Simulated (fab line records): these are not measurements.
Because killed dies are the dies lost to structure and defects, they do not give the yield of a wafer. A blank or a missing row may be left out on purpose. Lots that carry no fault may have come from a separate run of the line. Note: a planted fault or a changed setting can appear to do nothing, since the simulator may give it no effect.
fab line records	flow sfq_line
record lots=7	wafers=21	last_day=75
route steps=325 shown I0@57 M1@58 I1@73
lots that met no fault: taken from a fault-free run of the same line
start_h: hours from the record's first day to the start of the lot's first wafer shown	wait_h: hours from the lot's prior step to this one	" the same as in the row above	L1.1+2: a row that stands for several wafers	- no value present, or no start provided	* or withheld: withheld	< > ~ a bound
route shown NAME@n: names a module that has steps shown in the file, with the first one's number in the route	usual: average and standard deviation across the fault-free wafers	same: alike in all rows	chamber/n: place in a boat	sites: the reading at each site	_std_site: standard deviation across them	_edge_site: inner sites' mean taken away from outer sites' mean	radius_mm: how far each site lies from the wafer's centre	mask NAME#n: copy n	behind: the last tool/chamber to shape the wafer	hold: the reason the lot was held/the length of the hold in hours/how it ended	device: the n, p or np transistor that did not switch	end of line: tests of these same wafers at the route's end	a step with no rows: only its recipe	killed: dies lost to structure and defects at the first sort, not the wafer's yield	map: a wafer's dies, marking killed ones x, the rest . and places with no die _
set.NAME: the setting as run; set.NAME@STEP: as run at that earlier step	model.NAME: the simulator's own value behind a step, which no gauge read
certain route steps with their lots: each step a table, each wafer a row
services: a tool's chamber out of use, with start hour (start_h, from the record's first day; less than 0 if before it), hours out, and reason
## steps
# step SFQ_TRILAYER_I0_VIA_STRIP_SOLV_CLEAN_036
# recipe chemistry=NMP	temp_c=70	time_s=600
# step SFQ_TRILAYER_M1_DEP_PRE_CLEAN_038
# recipe gas=Ar	time_s=22.5	bias_v=250
# step SFQ_TRILAYER_M1_DEP_SPUTTER_037
# recipe material=Nb	base_pressure_pa=1.33e-06	chamber_pressure_pa=0.1333	substrate_temp_c=20	resputter_cathode_voltage_v=400	target_thk_nm=200	power_w=2000	time_s=133.3
# usual cathode_dc_power_W=2000.0/0.36	throttle_valve_pct=30.0/0.87
# same time_s=133.3
lot.wafer	tool	chamber	start_h	wait_h	cathode_dc_power_W	throttle_valve_pct
L581.4	pvd_sputter-03	-	275.08	0.0	2000.6	29.8
L581.5	"	-	"	"	2000.4	30.0
L581.6	"	-	"	"	1999.8	28.6
L582.2	pvd_sputter-04	-	293.68	0.0	2000.5	29.8
L582.4	"	-	"	"	1999.5	30.0
L582.5	"	-	"	"	2000.1	30.1
L583.2	pvd_sputter-04	-	302.08	0.0	2000.2	30.1
L583.3	"	-	"	"	1999.7	29.7
L583.4	"	-	"	"	1999.8	30.1
L585.4	pvd_sputter-03	-	311.76	0.0	2000.1	29.8
L585.5	"	-	"	"	1999.7	28.9
L585.6	"	-	"	"	2000.1	28.8
L591.1	pvd_sputter-03	-	356.16	0.0	2000.0	28.9
L591.3	"	-	"	"	1999.3	29.2
L591.6	"	-	"	"	1999.9	29.0
L593.2	pvd_sputter-06	-	366.96	0.0	2000.1	30.9
L593.4	"	-	"	"	1999.8	31.2
L593.5	"	-	"	"	2000.2	32.4
L595.2	pvd_sputter-04	-	391.15	0.0	1999.7	30.7
L595.3	"	-	"	"	2000.2	30.1
L595.6	"	-	"	"	1999.7	30.0
# step SFQ_M1_RS_MEAS_909
# recipe thk_meas_gauge=four-point-probe	reads=Nb_of_TRILAYER_M1_DEP_SPUTTER_037
# usual M1_NB_RS=0.885/0.0094
lot.wafer	tool	chamber	start_h	wait_h	M1_NB_RS[ohm/sq]
L581.4	film_metro-02	-	275.23	0.1	0.871
L581.5	"	-	"	"	0.874
L581.6	"	-	"	"	0.877
L582.2	film_metro-01	-	293.79	0.1	0.885
L582.4	"	-	"	"	0.892
L582.5	"	-	"	"	0.891
L583.2	film_metro-04	-	302.19	0.1	0.874
L583.3	"	-	"	"	0.870
L583.4	"	-	"	"	0.877
L585.4	film_metro-02	-	311.91	0.1	0.872
L585.5	"	-	"	"	0.884
L585.6	"	-	"	"	0.883
L591.1	film_metro-04	-	356.25	0.0	0.887
L591.3	"	-	"	"	0.888
L591.6	"	-	"	"	0.886
L593.2	film_metro-02	-	367.07	0.1	0.910
L593.4	"	-	"	"	0.910
L593.5	"	-	"	"	0.902
L595.2	film_metro-02	-	391.26	0.1	0.877
L595.3	"	-	"	"	0.880
L595.6	"	-	"	"	0.877
# step SFQ_TRILAYER_M1_LITHO_COAT_044
# recipe resist=BARC	spin_rpm=3000	resist_thk_nm=62
# step SFQ_TRILAYER_M1_LITHO_COAT_039
# recipe resist=KrF	spin_rpm=3000	resist_thk_nm=600
# step SFQ_TRILAYER_M1_LITHO_SOFTBAKE_043
# recipe temp_c=withheld	time_s=withheld	resist=KrF
# step SFQ_TRILAYER_M1_LITHO_EXPOSE_040
# recipe mask_id=M1	na=0.6	source_shape=conventional	sigma_outer=0.65	target_cd_nm=500	dose_mj=14.4
# step SFQ_TRILAYER_M1_LITHO_PEB_042
# recipe peb_temp_c=115	peb_time_s=60	resist=KrF
# step SFQ_TRILAYER_M1_LITHO_DEVELOP_041
# recipe time_s=60	resist=KrF
# step SFQ_M1_OVL_MEAS_911
# usual M1_OVL=2/5.1
lot.wafer	tool	chamber	start_h	wait_h	M1_OVL[nm]
L581.4	overlay-01	-	344.39	0.1	-5
L581.5	"	-	"	"	-1
L581.6	"	-	"	"	-7
L582.2	overlay-02	-	364.78	0.1	3
L582.4	"	-	"	"	2
L582.5	"	-	"	"	2
L583.2	overlay-01	-	379.18	0.1	-3
L583.3	"	-	"	"	9
L583.4	"	-	"	"	1
L585.4	overlay-01	-	395.97	0.1	10
L585.5	"	-	"	"	16
L585.6	"	-	"	"	10
L591.1	overlay-02	-	448.41	0.1	1
L591.3	"	-	"	"	13
L591.6	"	-	"	"	7
L593.2	overlay-02	-	460.41	0.1	5
L593.4	"	-	"	"	0
L593.5	"	-	"	"	1
L595.2	overlay-01	-	483.21	0.1	3
L595.3	"	-	"	"	5
L595.6	"	-	"	"	1
# step SFQ_TRILAYER_M1_BARC_OPEN_METAL_ETCH_054
# recipe mask_material=PR	chemistry=O2	target_depth_nm=125	target=BARC	icp_w=600	bias_w=80	pressure_mtorr=10	time_s=41.7
# usual bias_w=80.03/0.23	chamber_pressure_mTorr=9.999/0.0085	drypump_motor_current_A=5.9/0.34	oes_product_au=0.685/0.0047	time_s=41.7/0
lot.wafer	tool	chamber	start_h	wait_h	bias_w	chamber_pressure_mTorr	drypump_motor_current_A	oes_product_au	rf_hours_counter_h	time_s	model.KrF_of_TRILAYER_M1_LITHO_COAT_039.thk_nm
L581.4	rie_metal-02	1	344.43	0.0	-	-	-	-	-	-	575.9
L581.5	"	0	"	"	-	-	-	-	-	-	574.3
L581.6	"	1	"	"	-	-	-	-	-	-	575.3
L582.2	rie_metal-04	0	364.81	0.0	-	-	-	-	-	-	575.3
L582.4	"	0	"	"	-	-	-	-	-	-	572
L582.5	"	0	"	"	-	-	-	-	-	-	573.2
L583.2	rie_metal-03	0	379.21	0.0	-	-	-	-	-	-	573
L583.3	"	0	"	"	-	-	-	-	-	-	571.9
L583.4	"	1	"	"	-	-	-	-	-	-	572
L585.4	rie_metal-04	1	396.01	0.0	80.25	9.994	5.5	0.682	-	41.7	524
L585.5	"	1	"	"	80.20	10.009	5.4	0.695	-	41.7	523.6
L585.6	"	0	"	"	80.44	10.006	6.3	0.698	-	41.7	522.1
L591.1	rie_metal-02	0	448.44	0.0	80.27	10.000	5.6	0.688	50	41.7	523.2
L591.3	"	0	"	"	79.86	10.000	5.6	0.690	-	41.7	525
L591.6	"	1	"	"	80.18	9.994	6.2	0.682	-	41.7	522.6
L593.2	rie_metal-04	0	460.44	0.0	80.33	10.006	6.4	0.690	20	41.7	521.9
L593.4	"	0	"	"	80.19	9.984	6.4	0.691	-	41.7	522
L593.5	"	1	"	"	79.92	10.013	5.4	0.677	-	41.7	522.9
L595.2	rie_metal-04	0	483.24	0.0	80.00	9.995	6.4	0.689	25	41.7	521.5
L595.3	"	1	"	"	80.17	9.991	5.4	0.698	-	41.7	522
L595.6	"	1	"	"	79.68	9.992	5.4	0.685	-	41.7	521.8
# step SFQ_TRILAYER_M1_ETCH_METAL_ETCH_042
# recipe target=Nb	stop_on=SiO2	mask_material=PR	chemistry=Cl2/Ar	target_depth_nm=240	icp_w=600	bias_w=80	pressure_mtorr=10	time_s=120
# usual bias_w=79.98/0.25	chamber_pressure_mTorr=10.000/0.0088	drypump_motor_current_A=5.9/0.34	oes_product_au=0.896/0.007
# same time_s=120
lot.wafer	tool	chamber	start_h	wait_h	bias_w	chamber_pressure_mTorr	drypump_motor_current_A	oes_product_au	rf_hours_counter_h	model.KrF_of_TRILAYER_M1_LITHO_COAT_039.thk_nm
L581.4	rie_metal-02	1	344.51	0.1	80.27	10.011	6.2	0.368	-	435.7
L581.5	"	0	"	"	80.14	9.990	5.6	0.382	-	433.8
L581.6	"	1	"	"	80.22	9.988	6.2	0.375	-	434.1
L582.2	rie_metal-04	0	364.87	0.0	79.71	9.993	6.3	0.366	2	433.9
L582.4	"	0	"	"	79.55	10.009	6.4	0.373	-	430.8
L582.5	"	0	"	"	80.08	10.007	6.4	0.375	-	432.3
L583.2	rie_metal-03	0	379.27	0.0	80.06	10.007	5.9	0.370	109	433.4
L583.3	"	0	"	"	80.01	9.989	5.9	0.376	-	433.1
L583.4	"	1	"	"	80.03	9.993	6.0	0.368	-	432
L585.4	rie_metal-04	1	396.09	0.1	79.99	10.000	5.4	0.905	-	384.1
L585.5	"	1	"	"	80.23	9.995	5.4	0.899	-	382.7
L585.6	"	0	"	"	80.10	10.008	6.4	0.890	-	380
L591.1	rie_metal-02	0	448.50	0.0	79.93	9.997	5.6	0.893	50	382.8
L591.3	"	0	"	"	80.00	10.031	5.6	0.898	-	384.4
L591.6	"	1	"	"	80.63	10.011	6.2	0.896	-	381
L593.2	rie_metal-04	0	460.50	0.0	80.03	9.994	6.4	0.889	20	378.9
L593.4	"	0	"	"	80.26	9.992	6.4	0.875	-	379.6
L593.5	"	1	"	"	79.92	10.003	5.4	0.890	-	382
L595.2	rie_metal-04	0	483.30	0.0	79.47	9.999	6.4	0.890	25	379.9
L595.3	"	1	"	"	80.17	9.990	5.4	0.896	-	381.5
L595.6	"	1	"	"	79.94	9.989	5.5	0.899	-	381.8
# step SFQ_TRILAYER_M1_STRIP_STRIP_043
# recipe gas=O2	power_w=200	platen_temp_c=40	overash_fraction=0.65	chemistry=O2	pressure_mtorr=50
# usual drypump_motor_current_A=5.9/0.35	oes_product_au=1.001/0.0065
lot.wafer	tool	chamber	start_h	wait_h	drypump_motor_current_A	oes_product_au	rf_hours_counter_h
L581.4	rie_metal-02	1	344.79	0.2	6.2	0.987	-
L581.5	"	0	"	"	5.6	0.987	-
L581.6	"	1	"	"	6.2	1.001	-
L582.2	rie_metal-04	0	364.99	0.1	6.4	0.996	2
L582.4	"	0	"	"	6.4	0.999	-
L582.5	"	0	"	"	6.4	1.006	-
L583.2	rie_metal-03	0	379.39	0.1	5.8	1.001	109
L583.3	"	0	"	"	5.9	0.989	-
L583.4	"	1	"	"	6.0	0.991	-
L585.4	rie_metal-04	1	396.38	0.2	5.4	1.003	-
L585.5	"	1	"	"	5.4	1.001	-
L585.6	"	0	"	"	6.4	1.010	-
L591.1	rie_metal-02	0	448.63	0.1	5.6	1.000	50
L591.3	"	0	"	"	5.6	1.005	-
L591.6	"	1	"	"	6.2	1.004	-
L593.2	rie_metal-04	0	460.63	0.1	6.4	1.004	20
L593.4	"	0	"	"	6.4	1.004	-
L593.5	"	1	"	"	5.4	0.990	-
L595.2	rie_metal-04	0	483.43	0.1	6.4	1.011	25
L595.3	"	1	"	"	5.4	0.998	-
L595.6	"	1	"	"	5.4	1.000	-
# step SFQ_TRILAYER_M1_STRIP_SOLV_CLEAN_044
# recipe chemistry=NMP	temp_c=70	time_s=600
# step SFQ_TRILAYER_I1_DEP_PECVD_045
# recipe material=SiO2	temp_c=150	time_s=111.11	pressure_torr=2.4	rf_w=183.3	precursor=SiH4/N2O	target_thk_nm=500
# step SFQ_TRILAYER_I1_CMP_CMP_046
# recipe material=SiO2	down_force_psi=3	platen_rpm=60	pad_velocity_m_s=0.94248
# usual head_pressure_psi=3.000/0.0068	motor_current_A=10.5/0.95	time_to_endpoint_s=218/7.7
lot.wafer	tool	chamber	start_h	wait_h	head_pressure_psi	motor_current_A	time_to_endpoint_s
L581.4	cmp-01	2	349.42	3.8	2.995	9.2	215
L581.6	"	1	350.92	5.3	3.005	9.8	223
L581.5	"	2	"	"	2.988	8.9	224
L582.4	cmp-01	1	367.82	2.0	3.002	9.9	216
L582.2	"	3	368.82	3.0	2.992	12.7	214
L582.5	"	0	"	"	2.990	10.6	227
L583.2	cmp-01	2	380.24	0.0	2.989	9.3	225
L583.3	"	3	"	"	2.992	12.1	228
L583.4	"	0	"	"	2.996	10.7	232
L585.4	cmp-01	2	397.62	0.6	3.009	9.1	215
L585.6	"	1	399.12	2.1	2.990	10.5	215
L585.5	"	2	"	"	2.990	9.6	213
L591.3	cmp-02	2	449.50	0.1	2.999	10.6	224
L591.1	"	3	"	"	2.988	9.3	219
L591.6	"	2	451.50	2.0	3.004	10.9	234
L593.2	cmp-02	1	463.18	1.7	3.005	10.1	220
L593.4	"	3	464.18	2.7	3.004	9.3	224
L593.5	"	1	465.18	3.7	3.007	10.7	221
L595.2	cmp-01	1	486.50	2.2	3.003	10.1	213
L595.3	"	2	"	"	3.004	9.6	213
L595.6	"	3	"	"	3.000	11.6	224
# step SFQ_I1_BOW_MEAS_912
# recipe mode=bow
# usual I1_BOW=0/7
lot.wafer	tool	chamber	start_h	wait_h	I1_BOW[um]
L581.4	film_metro-04	-	351.98	2.1	-6
L581.5	"	-	"	"	4
L581.6	"	-	"	"	8
L582.2	film_metro-04	-	370.34	1.0	-3
L582.4	"	-	"	"	2
L582.5	"	-	"	"	-8
L583.2	film_metro-03	-	383.26	2.5	8
L583.3	"	-	"	"	8
L583.4	"	-	"	"	2
L585.4	film_metro-01	-	400.18	2.1	0
L585.5	"	-	"	"	-1
L585.6	"	-	"	"	-4
L591.1	film_metro-03	-	452.50	2.0	-2
L591.3	"	-	"	"	14
L591.6	"	-	"	"	-3
L593.2	film_metro-01	-	465.70	2.0	0
L593.4	"	-	"	"	-5
L593.5	"	-	"	"	5
L595.2	film_metro-03	-	488.52	1.5	-6
L595.3	"	-	"	"	-11
L595.6	"	-	"	"	-7
# step SFQ_TRILAYER_I1_METRO_MEASURE_047
# step SFQ_TRILAYER_I1_VIA_LITHO_COAT_054
# recipe resist=BARC	spin_rpm=3000	resist_thk_nm=62
# step SFQ_TRILAYER_I1_VIA_LITHO_COAT_049
# recipe resist=KrF	spin_rpm=3000	resist_thk_nm=650
# step SFQ_TRILAYER_I1_VIA_LITHO_SOFTBAKE_053
# recipe temp_c=withheld	time_s=withheld	resist=KrF
# step SFQ_TRILAYER_I1_VIA_LITHO_EXPOSE_050
# recipe mask_id=I1	na=0.6	source_shape=conventional	sigma_outer=0.65	target_cd_nm=500	dose_mj=21.3
# usual exposure_dose_mJ_cm2=21.298/0.021	focus_offset_nm=0.1/0.57	sigma_outer=0.65/0
lot.wafer	tool	chamber	start_h	wait_h	mask	exposure_dose_mJ_cm2	focus_offset_nm	sigma_outer
L581.4	krf_scanner-02	-	442.71	-	I1#0	-	-	-
L581.5	"	-	"	"	I1#0	-	-	-
L581.6	"	-	"	"	I1#0	-	-	-
L582.2	krf_scanner-02	-	463.91	-	I1#0	-	-	-
L582.4	"	-	"	"	I1#0	-	-	-
L582.5	"	-	"	"	I1#0	-	-	-
L583.2	krf_scanner-02	-	478.31	-	I1#0	-	-	-
L583.3	"	-	"	"	I1#0	-	-	-
L583.4	"	-	"	"	I1#0	-	-	-
L585.4	krf_scanner-02	0	491.91	-	I1#0	21.267	0.5	0.65
L585.5	"	0	"	"	I1#0	21.289	-0.3	0.65
L585.6	"	0	"	"	I1#0	21.287	0.7	0.65
L591.1	krf_scanner-02	0	555.24	-	I1#0	21.346	-0.5	0.65
L591.3	"	0	"	"	I1#0	21.314	-0.1	0.65
L591.6	"	0	"	"	I1#0	21.342	0.1	0.65
L593.2	krf_scanner-02	0	569.64	-	I1#0	21.298	-0.5	0.65
L593.4	"	0	"	"	I1#0	21.303	0.3	0.65
L593.5	"	0	"	"	I1#0	21.283	-0.2	0.65
L595.2	krf_scanner-02	0	595.69	-	I1#0	21.295	0.9	0.65
L595.3	"	0	"	"	I1#0	21.267	1.1	0.65
L595.6	"	0	"	"	I1#0	21.285	0.7	0.65
# step SFQ_TRILAYER_I1_VIA_LITHO_PEB_052
# recipe peb_temp_c=115	peb_time_s=60	resist=KrF
# step SFQ_TRILAYER_I1_VIA_LITHO_DEVELOP_051
# recipe time_s=60	resist=KrF
# step SFQ_I1_OVL_MEAS_913
# usual I1_OVL=1/6.5
lot.wafer	tool	chamber	start_h	wait_h	I1_OVL[nm]
L581.4	overlay-01	-	443.62	0.1	-
L581.5	"	-	"	"	-
L581.6	"	-	"	"	-
L582.2	overlay-01	-	465.21	0.1	-
L582.4	"	-	"	"	-
L582.5	"	-	"	"	-
L583.2	overlay-01	-	479.61	0.1	-
L583.3	"	-	"	"	-
L583.4	"	-	"	"	-
L585.4	overlay-01	-	492.82	0.1	2
L585.5	"	-	"	"	-10
L585.6	"	-	"	"	4
L591.1	overlay-01	-	556.75	0.1	-3
L591.3	"	-	"	"	-4
L591.6	"	-	"	"	-5
L593.2	overlay-01	-	570.95	0.1	-3
L593.4	"	-	"	"	-4
L593.5	"	-	"	"	2
L595.2	overlay-02	-	597.00	0.1	-4
L595.3	"	-	"	"	-4
L595.6	"	-	"	"	-5
# step SFQ_TRILAYER_I1_VIA_BARC_OPEN_VIA_ETCH_071
# recipe mask_material=PR	chemistry=O2	target_depth_nm=125	target=BARC	source_w=500	bias_w=80	pressure_mtorr=30	time_s=41.7
# usual bias_w=79.95/0.25	chamber_pressure_mTorr=30.000/0.028	drypump_motor_current_A=5.5/0.36	oes_product_au=0.686/0.0048
# same time_s=41.7
lot.wafer	tool	chamber	start_h	wait_h	bias_w	chamber_pressure_mTorr	drypump_motor_current_A	oes_product_au	rf_hours_counter_h
L581.4	rie_diel-03	0	443.64	0.0	80.07	30.028	6.0	0.686	73
L581.5	"	2	"	"	80.37	30.023	5.5	0.677	-
L581.6	"	3	"	"	79.95	30.021	6.2	0.683	-
L582.2	rie_diel-01	1	465.24	0.0	80.17	30.000	5.1	0.683	34
L582.4	"	2	"	"	80.12	30.007	5.6	0.689	6
L582.5	"	1	"	"	80.31	30.031	5.1	0.693	-
L583.2	rie_diel-04	2	479.64	0.0	79.71	30.001	5.4	0.682	21
L583.3	"	0	"	"	80.48	30.010	5.0	0.686	4
L583.4	"	1	"	"	80.16	29.977	5.8	0.688	-
L585.4	rie_diel-01	2	492.84	0.0	79.65	29.974	5.6	0.687	6
L585.5	"	1	"	"	80.12	29.984	5.1	0.692	-
L585.6	"	0	"	"	79.91	29.997	5.2	0.688	-
L591.1	rie_diel-01	1	556.79	0.0	79.76	29.963	5.2	0.685	36
L591.3	"	3	"	"	79.52	30.012	5.4	0.694	4
L591.6	"	0	"	"	80.00	29.991	5.1	0.696	-
L593.2	rie_diel-04	1	570.98	0.0	79.91	29.990	5.8	0.684	78
L593.4	"	0	"	"	79.86	30.037	5.0	0.688	6
L593.5	"	2	"	"	79.90	30.002	5.3	0.685	-
L595.2	rie_diel-04	0	597.03	0.0	79.90	30.032	4.9	0.690	7
L595.3	"	1	"	"	79.96	30.027	5.8	0.684	79
L595.6	"	1	"	"	79.81	29.983	5.8	0.680	-
# step SFQ_TRILAYER_I1_VIA_ETCH_VIA_ETCH_052
# recipe target=SiO2	stop_on=Nb	mask_material=PR	taper_deg=20	chemistry=CHF3	target_depth_nm=260	source_w=500	bias_w=80	pressure_mtorr=30	time_s=withheld
# usual bias_w=80.03/0.24	chamber_pressure_mTorr=30.003/0.027	drypump_motor_current_A=5.5/0.36	oes_product_au=0.856/0.0045
lot.wafer	tool	chamber	start_h	wait_h	bias_w	chamber_pressure_mTorr	drypump_motor_current_A	oes_product_au
L581.4	rie_diel-03	0	443.68	0.0	79.92	30.010	6.0	0.370
L581.5	"	2	"	"	80.00	29.975	5.5	0.372
L581.6	"	3	"	"	80.11	30.062	6.2	0.375
L582.2	rie_diel-01	1	465.28	0.0	80.17	30.007	5.2	0.372
L582.4	"	2	"	"	80.20	29.993	5.6	0.375
L582.5	"	1	"	"	80.22	30.019	5.2	0.378
L583.2	rie_diel-04	2	479.68	0.0	80.05	29.983	5.3	0.376
L583.3	"	0	"	"	79.87	29.997	5.0	0.380
L583.4	"	1	"	"	80.19	29.992	5.8	0.379
L585.4	rie_diel-01	2	492.88	0.0	79.93	29.993	5.6	0.855
L585.5	"	1	"	"	80.06	30.007	5.1	0.857
L585.6	"	0	"	"	79.90	30.044	5.2	0.855
L591.1	rie_diel-01	1	556.83	0.0	80.02	29.998	5.2	0.852
L591.3	"	3	"	"	79.59	29.995	5.4	0.850
L591.6	"	0	"	"	80.20	29.991	5.2	0.858
L593.2	rie_diel-04	1	571.01	0.0	80.10	29.968	5.7	0.856
L593.4	"	0	"	"	79.74	29.952	5.0	0.854
L593.5	"	2	"	"	79.91	30.041	5.3	0.844
L595.2	rie_diel-04	0	597.06	0.0	79.97	29.959	5.0	0.854
L595.3	"	1	"	"	79.82	30.014	5.8	0.859
L595.6	"	1	"	"	79.97	30.016	5.8	0.856
# step SFQ_TRILAYER_I1_VIA_STRIP_STRIP_053
# recipe gas=O2	power_w=200	platen_temp_c=40	overash_fraction=0.65	chemistry=O2	pressure_mtorr=50
# usual drypump_motor_current_A=5.87/0.19	oes_product_au=0.997/0.0077
lot.wafer	tool	chamber	start_h	wait_h	drypump_motor_current_A	oes_product_au	rf_hours_counter_h
L581.4	rie_metal-01	0	444.00	-	5.76	0.993	-
L581.5	"	0	"	"	5.76	0.993	-
L581.6	"	1	"	"	5.84	0.985	-
L582.2	rie_metal-01	1	465.40	-	5.89	0.986	65
L582.4	"	1	"	"	5.85	0.982	-
L582.5	"	0	"	"	5.77	1.017	-
L583.2	rie_metal-02	0	479.80	-	5.61	1.006	53
L583.3	"	1	"	"	6.24	0.998	-
L583.4	"	0	"	"	5.60	1.009	-
L585.4	rie_metal-01	1	493.20	-	5.86	0.987	-
L585.5	"	1	"	"	5.86	0.987	-
L585.6	"	0	"	"	5.78	1.014	-
L591.1	rie_metal-03	0	556.94	-	5.88	1.005	146
L591.3	"	1	"	"	5.95	1.003	-
L591.6	"	0	"	"	5.86	1.006	-
L593.2	rie_metal-01	0	571.13	-	5.76	1.007	115
L593.4	"	1	"	"	5.85	1.000	-
L593.5	"	0	"	"	5.78	0.990	-
L595.2	rie_metal-01	0	597.18	-	5.77	1.000	120
L595.3	"	1	"	"	5.85	1.004	-
L595.6	"	1	"	"	5.84	0.992	-
## services
tool	chamber	start_h	hours	kind
rie_diel-04	0	262.68	6.4	repair
rie_metal-04	1	263.21	12.3	repair
rie_diel-04	1	307.20	5.0	repair
rie_diel-04	-	326.57	2.8	pm
rie_diel-04	-	330.79	0.2	repair
rie_diel-04	-	333.22	0.3	repair
rie_diel-04	1	336.11	2.6	repair
rie_diel-01	-	337.45	5.0	repair
krf_scanner-02	-	369.27	7.2	pm
krf_scanner-02	-	385.77	2.7	repair
krf_scanner-02	-	388.34	0.3	repair
krf_scanner-02	-	392.26	1.0	pm
krf_scanner-02	-	395.66	1.3	pm
rie_metal-02	0	408.42	13.4	repair
rie_metal-04	-	422.13	2.8	pm
krf_scanner-02	-	435.79	0.6	repair
krf_scanner-02	-	436.35	1.0	repair
rie_metal-02	-	449.23	14.6	pm
krf_scanner-02	-	521.31	3.6	pm
rie_metal-04	0	521.61	29.2	repair
rie_metal-04	-	525.75	1.4	pm
krf_scanner-02	-	561.24	1.0	pm
krf_scanner-02	-	570.64	1.3	pm
krf_scanner-02	-	579.14	0.8	pm
## key
first_sign step=SFQ_TRILAYER_M1_BARC_OPEN_METAL_ETCH_054	reading=tool_record	direction=missing
effect step=SFQ_TRILAYER_M1_ETCH_METAL_ETCH_042	reading=oes_product_au	direction=down	sigmas=75	usual=0.896	struck=0.373
effect step=SFQ_TRILAYER_I1_VIA_LITHO_EXPOSE_050	reading=tool_record	direction=missing
effect step=SFQ_I1_OVL_MEAS_913	reading=I1_OVL	direction=missing
effect step=SFQ_TRILAYER_I1_VIA_ETCH_VIA_ETCH_052	reading=oes_product_au	direction=down	sigmas=99+	usual=0.856	struck=0.375
model_effect step=SFQ_TRILAYER_M1_BARC_OPEN_METAL_ETCH_054	value=KrF_of_TRILAYER_M1_LITHO_COAT_039.thk_nm	without=521.9	struck=573.6
model_effect step=SFQ_TRILAYER_M1_ETCH_METAL_ETCH_042	value=KrF_of_TRILAYER_M1_LITHO_COAT_039.thk_nm	without=381.5	struck=433.2
met_at SFQ_TRILAYER_M1_BARC_OPEN_METAL_ETCH_054
struck_wafers L581.4,L581.5,L581.6,L582.2,L582.4,L582.5,L583.2,L583.3,L583.4
fault kind=skipped_step_whole	tool=rie_metal-02,rie_metal-03,rie_metal-04	chamber=-	onset_h=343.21	steps=SFQ_TRILAYER_M1_BARC_OPEN_METAL_ETCH_054	scope=struck_lots_only
